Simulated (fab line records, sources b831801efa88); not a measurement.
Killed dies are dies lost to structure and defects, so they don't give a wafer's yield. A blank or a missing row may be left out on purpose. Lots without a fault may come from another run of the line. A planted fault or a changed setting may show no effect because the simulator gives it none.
fab line records | flow sky130
record lots=10 wafers=28 last_day=52
route steps=708 shown CONTACT@422 METAL1@452 VIA1@460 PAD_OPEN@708
lots that met no fault: from a run of the same line without faults
start_h: hours from the record's first day to the start of the lot's first wafer shown | wait_h: hours since the lot's step before | " the same as in the row above | L1.1+2: a row that stands for several wafers | - no value, or no start given | * or withheld: withheld | < > ~ a bound
route shown NAME@n: a module of which the file shows steps, and the number in the route of the first | usual: mean/standard deviation of fault-free wafers | same: alike in all rows | chamber/n: place in a boat | sites: the reading at each site | _std_site: their standard deviation | _edge_site: outer sites' mean less inner sites' | radius_mm: how far each site lies from the wafer's centre | mask NAME#n: copy n | behind: the tool/chamber that last shaped the wafer | hold: why the lot was held/for how many hours/how that ended | device: the transistor (n, p or np) that didn't switch | end of line: the same wafers' tests at the end of the route | a step without rows: its recipe alone | killed: dies lost to structure and defects at the first sort, not the wafer's yield | map: a wafer's dies, x killed, . not, _ none there
set.NAME: the setting as run; set.NAME@STEP: as run at that earlier step | model.NAME: the simulator's own value behind a step, which no gauge read
steps of the route over a sample of lots; a table a step, a row a wafer
services: from which hour (start_h, from the record's first day; less than 0 if before it) a tool's chamber was out of use, for how many hours, and why
## steps
# step SKY_CONTACT_ETCH_16
# recipe chemistry=N2/H2 target=BARC ion_energy_ev=200 source_w=500 bias_w=100 pressure_mtorr=30 n2_flow_sccm=100 h2_flow_sccm=200 stop_on=SiO2 time_s=45.9 target_depth_a=600
# usual drypump_motor_current_A=5.7/0.57 oes_product_au=0.855/0.0047 throttle_valve_pct=13.225/0.0087
# columns lot.wafer tool chamber start_h wait_h drypump_motor_current_A oes_product_au rf_hours_counter_h throttle_valve_pct
L938.1 rie_diel-03 2 773.13 0.0 4.9 0.861 5 13.237
L938.3 " 0 " " 5.3 0.858 29 13.229
L938.5 " 2 " " 4.9 0.865 - 13.238
L940.2 rie_diel-03 2 783.10 0.0 4.9 0.860 5 13.228
L940.4 " 0 " " 5.3 0.849 29 13.221
L940.5 " 2 " " 4.9 0.850 - 13.239
L946.1 rie_diel-03 3 798.65 0.0 6.3 0.865 20 13.228
L946.4 " 1 " " 6.5 0.863 11 13.231
L948.1 rie_diel-01 2 801.15 0.0 5.5 0.856 15 13.222
L948.5 " 0 " " 5.2 0.860 - 13.229
L952.2 rie_diel-01 0 929.60 0.0 5.2 0.856 14 13.249
L952.4 " 1 " " 5.8 0.864 - 13.224
L952.5 " 2 " " 5.5 0.851 - 13.217
L957.1 rie_diel-01 0 942.65 0.0 5.2 0.847 15 13.225
L957.3 " 1 " " 5.8 0.858 25 13.234
L957.5 " 2 " " 5.5 0.849 - 13.233
L956.1 rie_diel-04 1 943.30 0.0 6.7 0.851 11 13.222
L956.2 " 0 " " 5.7 0.849 1 13.216
L956.4 " 2 " " 6.6 0.850 2 13.235
L958.1 rie_diel-03 3 946.45 0.0 6.3 0.866 26 13.236
L958.3 " 0 " " 5.3 0.864 3 13.233
L958.5 " 3 " " 6.3 0.857 - 13.215
L954.1 rie_diel-03 1 947.78 0.0 6.4 0.859 16 13.226
L954.3 " 3 " " 6.3 0.858 26 13.234
L954.4 " 2 " " 4.9 0.850 12 13.220
L961.1 rie_diel-04 0 951.45 0.0 5.6 0.856 1 13.211
L961.3 " 2 " " 6.6 0.855 3 13.226
L961.4 " 1 " " 6.7 0.853 11 13.212
# step SKY_METAL1_ETCH_18
# recipe chemistry=N2/H2 target=BARC ion_energy_ev=200 bias_w=100 pressure_mtorr=30 n2_flow_sccm=100 h2_flow_sccm=200 icp_w=500 stop_on=SiO2 time_s=45.9 target_depth_a=600
# usual drypump_motor_current_A=5.5/0.31 oes_product_au=0.854/0.0049 throttle_valve_pct=13.225/0.0094
# columns lot.wafer tool chamber start_h wait_h drypump_motor_current_A oes_product_au rf_hours_counter_h throttle_valve_pct
L938.1 rie_metal-04 0 802.76 0.0 5.9 0.855 3 13.219
L938.3 " 0 " " 5.9 0.853 - 13.234
L938.5 " 1 " " 5.7 0.859 - 13.233
L940.2 rie_metal-04 0 811.01 0.0 5.9 0.849 3 13.221
L940.4 " 0 " " 5.9 0.854 - 13.226
L940.5 " 1 " " 5.7 0.865 - 13.238
L946.1 rie_metal-01 1 827.68 0.0 5.2 0.855 6 13.214
L946.4 " 1 " " 5.2 0.858 - 13.221
L948.1 rie_metal-02 0 829.68 0.0 5.9 0.847 8 13.226
L948.5 " 1 " " 5.6 0.854 - 13.212
L952.2 rie_metal-02 0 957.43 0.0 5.9 0.853 13 13.235
L952.4 " 0 " " 5.9 0.852 - 13.216
L952.5 " 0 " " 5.9 0.861 - 13.224
L957.1 rie_metal-02 0 970.53 0.0 5.9 0.856 14 13.222
L957.3 " 1 " " 5.6 0.856 - 13.230
L957.5 " 1 " " 5.5 0.861 - 13.224
L956.1 rie_metal-04 0 971.21 0.0 5.9 0.856 12 13.228
L956.2 " 1 " " 5.7 0.851 3 13.218
L956.4 " 0 " " 5.9 0.859 - 13.228
L958.1 rie_metal-04 0 973.53 0.0 5.9 0.846 13 13.215
L958.3 " 1 " " 5.7 0.856 - 13.225
L958.5 " 1 " " 5.7 0.852 - 13.223
L954.1 rie_metal-01 0 975.46 0.0 5.1 0.857 5 13.234
L954.3 " 1 " " 5.3 0.854 - 13.217
L954.4 " 0 " " 5.1 0.852 - 13.221
L961.1 rie_metal-01 1 978.71 0.0 5.2 0.854 15 13.204
L961.3 " 0 " " 5.1 0.850 - 13.234
L961.4 " 1 " " 5.3 0.848 - 13.224
# step SKY_METAL1_STRIP_20
# recipe chemistry=O2/N2 power_w=1400 pressure_mtorr=1500 platen_temp_c=withheld o2_flow_sccm=3000 n2_flow_sccm=300 overash_fraction=0.5
# usual drypump_motor_current_A=5.62/0.27 oes_product_au=0.343/0.0053 strip_time_to_endpoint_s=2.69/0.072
# columns lot.wafer tool chamber start_h wait_h drypump_motor_current_A oes_product_au rf_hours_counter_h strip_time_to_endpoint_s
L938.1 plasma_asher-03 0 802.91 0.1 5.48 0.354 90 2.83
L938.3 " 0 " " 5.47 0.343 - 2.80
L938.5 " 1 " " 5.12 0.343 - 2.69
L940.2 plasma_asher-02 1 811.16 0.1 5.80 0.348 7 2.77
L940.4 " 1 " " 5.76 0.346 - 2.80
L940.5 " 1 " " 5.81 0.346 - 2.72
L946.1 plasma_asher-01 0 827.84 0.1 5.92 0.336 40 2.60
L946.4 " 1 " " 5.77 0.336 - 2.59
L948.1 plasma_asher-01 1 829.84 0.1 5.74 0.345 41 2.74
L948.5 " 0 " " 5.93 0.339 - 2.68
L952.2 plasma_asher-01 0 957.59 0.1 5.93 0.345 54 2.78
L952.4 " 1 " " 5.73 0.347 - 2.74
L952.5 " 1 " " 5.74 0.346 - 2.80
L957.1 plasma_asher-03 0 970.69 0.1 5.46 0.342 105 2.79
L957.3 " 1 " " 5.17 0.347 - 2.69
L957.5 " 0 " " 5.45 0.341 - 2.69
L956.1 plasma_asher-01 0 971.36 0.1 5.93 0.348 55 2.77
L956.2 " 1 " " 5.76 0.344 55 2.61
L956.4 " 1 " " 5.75 0.349 - 2.75
L958.1 plasma_asher-01 0 973.69 0.1 5.92 0.340 56 2.78
L958.3 " 1 " " 5.76 0.340 - 2.61
L958.5 " 0 " " 5.92 0.335 - 2.62
L954.1 plasma_asher-03 0 975.61 0.1 5.46 0.337 106 2.68
L954.3 " 1 " " 5.14 0.339 - 2.59
L954.4 " 0 " " 5.46 0.339 - 2.68
L961.1 plasma_asher-03 0 978.86 0.1 5.44 0.340 106 2.59
L961.3 " 0 " " 5.46 0.332 - 2.64
L961.4 " 1 " " 5.13 0.333 - 2.57
# step SKY_VIA1_CMP_02
# recipe material=SiO2 down_force_psi=4 platen_rpm=60 pad_velocity_m_s=0.94248
# usual motor_current_A=12.4/1 slurry_filter_dp_kPa=13.48/0.14
# columns lot.wafer tool chamber start_h wait_h motor_current_A slurry_filter_dp_kPa
L938.1 cmp-02 3 803.67 0.1 11.9 13.36
L938.3 " 0 " " 10.4 13.53
L938.5 " 3 " " 12.2 13.77
L940.4 cmp-02 3 811.93 0.0 13.0 13.27
L940.2 " 2 " " 13.4 13.60
L940.5 " 0 " " 11.1 13.52
L946.4 cmp-01 0 828.61 0.0 13.0 13.47
L946.1 " 2 " " 14.3 13.62
L948.1 cmp-01 2 830.81 0.2 14.1 13.37
L948.5 " 0 " " 12.8 13.15
L952.4 cmp-02 3 958.40 0.1 12.4 13.30
L952.2 " 0 " " 11.4 13.52
L952.5 " 2 " " 13.4 13.61
L957.1 cmp-01 3 971.45 0.1 11.8 13.40
L957.3 " 2 " " 12.7 13.29
L957.5 " 0 " " 13.6 13.31
L956.1 cmp-01 1 972.12 0.1 11.2 13.54
L956.2 " 2 " " 14.2 13.41
L956.4 " 0 " " 12.6 13.72
L958.3 cmp-01 0 974.45 0.0 13.7 13.51
L958.1 " 3 " " 11.8 13.47
L958.5 " 0 " " 12.6 13.36
L954.4 cmp-01 0 976.37 0.0 12.8 13.41
L954.1 " 2 " " 13.9 13.42
L954.3 " 3 " " 11.7 13.26
L961.4 cmp-01 2 979.62 0.0 13.6 13.66
L961.3 " 3 " " 12.4 13.54
L961.1 " 1 " " 10.9 13.48
# step SKY_VIA1_BOW_MEAS_03
# recipe mode=bow
# usual VIA1_BOW=80/7
# columns lot.wafer tool chamber start_h wait_h hold VIA1_BOW[um]
L938.1 film_metro-03 - 803.97 0.2 - 86
L938.3 " - " " - 84
L938.5 " - " " - 79
L940.2 film_metro-02 - 812.25 0.1 - 77
L940.4 " - " " - 80
L940.5 " - " " - 74
L946.1 film_metro-02 - 828.91 0.1 await_dispo/0.2h/release 80
L946.4 " - " " await_dispo/0.2h/release 71
L946.1 film_metro-02 - 829.41 0.5 - -
L946.4 " - " " - -
L948.1 film_metro-04 - 830.96 0.1 await_dispo/0.2h/release 82
L948.5 " - " " await_dispo/0.2h/release 75
L948.1 film_metro-04 - 831.31 0.3 - -
L948.5 " - " " - -
L952.2 film_metro-04 - 958.67 0.2 - 83
L952.4 " - " " - 75
L952.5 " - " " - 92
L957.1 film_metro-03 - 971.75 0.2 - 83
L957.3 " - " " - 75
L957.5 " - " " - 75
L956.1 film_metro-04 - 972.42 0.2 - 88
L956.2 " - " " - 86
L956.4 " - " " - 95
L958.1 film_metro-03 - 974.75 0.1 - 86
L958.3 " - " " - 78
L958.5 " - " " - 86
L954.1 film_metro-04 - 976.67 0.1 - 95
L954.3 " - " " - 85
L954.4 " - " " - 68
L961.1 film_metro-02 - 979.92 0.1 - 84
L961.3 " - " " - 80
L961.4 " - " " - 82
# step SKY_VIA1_ETCH_15
# recipe target=SiO2 chemistry=C4F8/O2/Ar target_depth_nm=351 stop_on=TiN mask_material=KrF-thick source_w=1500 bias_w=1200 pressure_mtorr=40 c4f8_flow_sccm=withheld O2_flow_sccm=6 Ar_flow_sccm=300 time_s=54
# usual oes_product_au=0.979/0.0076
# columns lot.wafer tool chamber start_h wait_h oes_product_au rf_hours_counter_h
L938.1 rie_diel-03 3 831.52 0.0 0.984 22
L938.3 " 1 " " 0.976 12
L938.5 " 2 " " 0.972 -
L940.2 rie_diel-03 3 839.24 0.0 0.967 22
L940.4 " 1 " " 0.988 12
L940.5 " 1 " " 0.981 -
L946.1 rie_diel-04 3 855.37 0.0 0.925 7
L946.4 " 0 " " 0.959 -
L948.1 rie_diel-02 2 858.17 0.0 0.927 9
L948.5 " 2 " " 0.925 -
L952.2 rie_diel-02 1 984.32 0.0 0.974 18
L952.4 " 0 " " 0.988 18
L952.5 " 0 " " 0.983 -
L957.1 rie_diel-02 0 997.52 0.0 0.987 18
L957.3 " 3 " " 0.975 14
L957.5 " 1 " " 0.971 -
L956.1 rie_diel-04 2 997.99 0.0 0.984 4
L956.2 " 0 " " 0.978 3
L956.4 " 3 " " 0.965 12
L958.1 rie_diel-04 1 1001.04 0.0 0.993 13
L958.3 " 0 " " 0.985 3
L958.5 " 2 " " 0.995 -
L954.1 rie_diel-02 3 1002.17 0.0 0.974 14
L954.3 " 1 " " 0.977 18
L954.4 " 0 " " 0.988 18
L961.1 rie_diel-04 3 1005.82 0.0 0.962 12
L961.3 " 0 " " 0.974 3
L961.4 " 1 " " 0.987 13
# step SKY_PAD_OPEN_PROBE_99
# usual defect_limited_yield=82.5/1.8 killed_at_M0_to_M3=45/6.3 killed_at_M4_up=2.8/1.6 killed_at_contacts=24/5.1 killed_at_front_end=14/4.4 killed_at_other=0.4/0.73 killed_dies=86/9 killed_open=47/7.8 killed_short=39/6.6 sort_bin_3_pad_short=0.8/0.42 sort_bin_5_function=10.3/1.4 sort_bin_6_memory=6.3/1.2 sort_n_pass=406/9 sort_yield_pct=82.5/1.8
# same gross_dies=492 killed_at_back_side=0 sort_bin_4_leakage[%]=0 sort_bin_8_speed[%]=0
# columns lot.wafer tool chamber start_h wait_h defect_limited_yield[%] killed_at_M0_to_M3 killed_at_M4_up killed_at_contacts killed_at_front_end killed_at_other killed_dies killed_open killed_short sort_bin_3_pad_short[%] sort_bin_5_function[%] sort_bin_6_memory[%] sort_n_pass sort_yield_pct[%]
L940.2 prober-01 - 1126.26 0.1 80.9 53 3 23 15 0 94 48 46 2.0 10.6 6.5 398 80.9
L940.4 prober-01 - 1126.36 0.2 85.4 40 2 21 9 0 72 37 35 0.6 9.6 4.5 420 85.4
L940.5 prober-01 - 1126.41 0.2 81.9 50 0 26 12 1 89 52 37 0.8 10.4 6.9 403 81.9
L946.1 prober-02 - 1139.60 0.1 82.1 40 6 20 22 0 88 43 45 0.8 10.6 6.5 404 82.1
L946.4 prober-02 - 1139.75 0.2 81.1 48 1 27 17 0 93 53 40 1.0 11.8 6.1 399 81.1
L948.1 prober-02 - 1140.03 0.1 83.9 36 4 23 16 0 79 40 39 1.0 9.8 5.3 413 83.9
L948.5 prober-02 - 1140.23 0.2 83.7 45 2 27 6 0 80 45 35 0.6 10.8 4.9 412 83.7
L956.1 prober-01 - 1237.43 0.1 81.5 36 8 25 22 0 91 50 41 0.6 11.0 6.9 401 81.5
L956.2 prober-01 - 1237.48 0.1 81.5 44 4 30 12 1 91 59 32 0.8 10.0 7.7 401 81.5
L956.4 prober-01 - 1237.58 0.2 82.1 42 3 30 13 0 88 43 45 0.6 9.8 7.5 404 82.1
L961.1 prober-01 - 1242.66 0.1 80.5 51 0 26 19 0 96 45 51 1.0 11.8 6.7 396 80.5
L961.3 prober-01 - 1242.76 0.2 81.5 51 3 16 21 0 91 43 47 0.6 10.8 7.1 401 81.5
L961.4 prober-01 - 1242.81 0.2 81.5 47 6 24 14 0 91 48 43 0.8 11.6 6.1 401 81.5
L957.1 prober-02 - 1244.21 0.1 82.9 47 4 20 13 0 84 44 39 1.0 9.8 6.3 408 82.9
L957.3 prober-02 - 1244.31 0.2 81.1 49 4 29 9 2 93 55 38 1.0 10.8 7.1 399 81.1
L957.5 prober-02 - 1244.41 0.2 82.3 42 1 27 16 1 87 49 37 0.6 9.8 7.3 405 82.3
# killed by level:class
L940.2 VIA1:geometric_particle:open=11 VIA3:geometric_particle:open=9 METAL2:geometric_particle:short=8 VIA2:geometric_particle:open=8 LI_CONTACT:geometric_particle:open=7 VIA1:geometric_particle:short=6 POLY_GATE:geometric_particle:short=5 CONTACT:geometric_particle:short=5
L940.4 LI_CONTACT:geometric_particle:open=8 VIA1:geometric_particle:open=8 METAL2:geometric_particle:short=7 CONTACT:geometric_particle:open=5 VIA1:geometric_particle:short=4 VIA2:geometric_particle:short=4 VIA3:geometric_particle:open=4 CONTACT:geometric_particle:short=3
L940.5 VIA1:geometric_particle:open=14 CONTACT:geometric_particle:open=13 VIA1:geometric_particle:short=8 METAL1:geometric_particle:short=7 VIA2:geometric_particle:open=7 FIELD_ISO:geometric_particle:open=5 LI_CONTACT:geometric_particle:open=4 LOCAL_INTERCONNECT:geometric_particle:short=4
L946.1 VIA1:geometric_particle:open=9 FIELD_ISO:geometric_particle:short=7 LI_CONTACT:geometric_particle:open=7 METAL1:geometric_particle:short=7 CONTACT:geometric_particle:open=6 METAL2:geometric_particle:short=5 VIA2:geometric_particle:short=5 VIA2:geometric_particle:open=4
L946.4 VIA2:geometric_particle:open=12 VIA1:geometric_particle:open=12 CONTACT:geometric_particle:open=7 FIELD_ISO:geometric_particle:short=5 FIELD_ISO:geometric_particle:open=5 CONTACT:geometric_particle:short=5 LI_CONTACT:geometric_particle:short=5 LI_CONTACT:geometric_particle:open=5
L948.1 LI_CONTACT:geometric_particle:open=8 POLY_GATE:geometric_particle:short=6 VIA1:geometric_particle:open=6 VIA2:geometric_particle:open=6 CONTACT:geometric_particle:open=5 METAL1:geometric_particle:short=5 VIA2:geometric_particle:short=5 VIA3:geometric_particle:open=5
L948.5 VIA3:geometric_particle:open=13 LI_CONTACT:geometric_particle:open=9 CONTACT:geometric_particle:open=9 VIA1:geometric_particle:open=7 VIA1:geometric_particle:short=6 CONTACT:geometric_particle:short=6 METAL1:geometric_particle:short=5 VIA2:geometric_particle:short=4
L956.1 CONTACT:geometric_particle:open=8 VIA1:geometric_particle:open=8 VIA3:geometric_particle:open=6 METAL4:geometric_particle:short=6 FIELD_ISO:geometric_particle:open=5 SPACER:geometric_particle:open=5 CONTACT:geometric_particle:short=5 FIELD_ISO:geometric_particle:short=4
L956.2 VIA1:geometric_particle:open=14 CONTACT:geometric_particle:open=13 VIA2:geometric_particle:open=9 LI_CONTACT:geometric_particle:open=7 VIA3:geometric_particle:open=7 VIA1:geometric_particle:short=6 CONTACT:geometric_particle:short=5 FIELD_ISO:geometric_particle:open=4
L956.4 CONTACT:geometric_particle:open=14 VIA1:geometric_particle:open=8 VIA2:geometric_particle:short=7 VIA3:geometric_particle:open=7 METAL2:geometric_particle:short=6 LI_CONTACT:geometric_particle:open=5 METAL1:geometric_particle:short=5 CONTACT:geometric_particle:short=4
L961.1 VIA1:geometric_particle:open=9 VIA2:geometric_particle:open=9 LI_CONTACT:geometric_particle:open=8 LOCAL_INTERCONNECT:geometric_particle:short=8 VIA1:geometric_particle:short=8 FIELD_ISO:geometric_particle:short=6 POLY_GATE:geometric_particle:short=5 METAL2:geometric_particle:short=5
L961.3 VIA2:geometric_particle:open=10 VIA1:geometric_particle:open=9 VIA3:geometric_particle:short=7 LI_CONTACT:geometric_particle:open=6 METAL1:geometric_particle:short=6 FIELD_ISO:geometric_particle:short=5 VIA1:geometric_particle:short=5 METAL2:geometric_particle:short=5
L961.4 VIA1:geometric_particle:open=9 LI_CONTACT:geometric_particle:open=7 CONTACT:geometric_particle:open=7 METAL1:geometric_particle:short=6 CONTACT:geometric_particle:short=6 VIA1:geometric_particle:short=6 FIELD_ISO:geometric_particle:open=5 VIA2:geometric_particle:open=5
L957.1 VIA1:geometric_particle:open=15 VIA1:geometric_particle:short=8 CONTACT:geometric_particle:open=7 METAL2:geometric_particle:short=6 CONTACT:geometric_particle:short=5 VIA2:geometric_particle:open=5 FIELD_ISO:geometric_particle:short=3 POLY_GATE:geometric_particle:short=3
L957.3 LI_CONTACT:geometric_particle:open=12 VIA1:geometric_particle:open=11 CONTACT:geometric_particle:open=10 VIA2:geometric_particle:open=9 METAL1:geometric_particle:short=6 VIA3:geometric_particle:short=5 CONTACT:geometric_particle:short=5 FIELD_ISO:geometric_particle:short=4
L957.5 VIA1:geometric_particle:open=13 CONTACT:geometric_particle:open=9 LI_CONTACT:geometric_particle:short=6 LI_CONTACT:geometric_particle:open=6 VIA2:geometric_particle:open=6 FIELD_ISO:geometric_particle:short=5 POLY_GATE:geometric_particle:open=5 VIA1:geometric_particle:short=4
## services
# columns tool chamber start_h hours kind
rie_diel-02 1 754.99 3.7 repair
cmp-01 - 755.46 5.4 pm
rie_metal-02 0 771.32 8.5 repair
plasma_asher-03 - 784.23 14.6 pm
rie_diel-04 - 790.00 60.6 repair
rie_diel-04 2 791.94 9.3 repair
rie_diel-02 1 811.30 7.0 repair
cmp-01 - 812.68 3.9 repair
plasma_asher-03 - 827.92 3.6 repair
rie_metal-04 0 860.98 3.8 repair
cmp-01 - 862.59 4.8 pm
cmp-02 - 891.02 7.2 pm
plasma_asher-03 - 891.45 23.7 pm
cmp-02 - 898.27 6.8 pm
rie_diel-02 3 901.48 1.9 repair
rie_diel-02 3 906.77 8.7 repair
cmp-01 - 912.03 4.0 pm
rie_diel-02 - 915.31 0.6 repair
rie_diel-04 - 956.41 1.5 repair
rie_diel-03 1 957.67 6.3 repair
plasma_asher-01 - 977.38 12.5 repair
rie_diel-04 3 985.74 3.2 repair
rie_metal-04 - 996.06 2.8 pm
rie_diel-03 2 1002.02 9.2 repair
## key
first_sign step=SKY_VIA1_BOW_MEAS_03 reading=visit direction=added
effect step=SKY_VIA1_ETCH_15 reading=oes_product_au direction=down sigmas=7 usual=0.979 struck=0.926
met_at SKY_VIA1_CMP_02
struck_lots L946,L948
struck_wafers L946.1,L948.1,L948.5
not_acting_at SKY_CONTACT_ETCH_16,SKY_METAL1_ETCH_18,SKY_METAL1_STRIP_20
fault kind=process_parameter_drift tool=cmp-01 chamber=- onset_h=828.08 steps=SKY_VIA1_CMP_02 channel=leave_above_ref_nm offset=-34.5 shape=step end_h=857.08 scope=struck_wafers_only acts_in=these_recipes_only stated=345
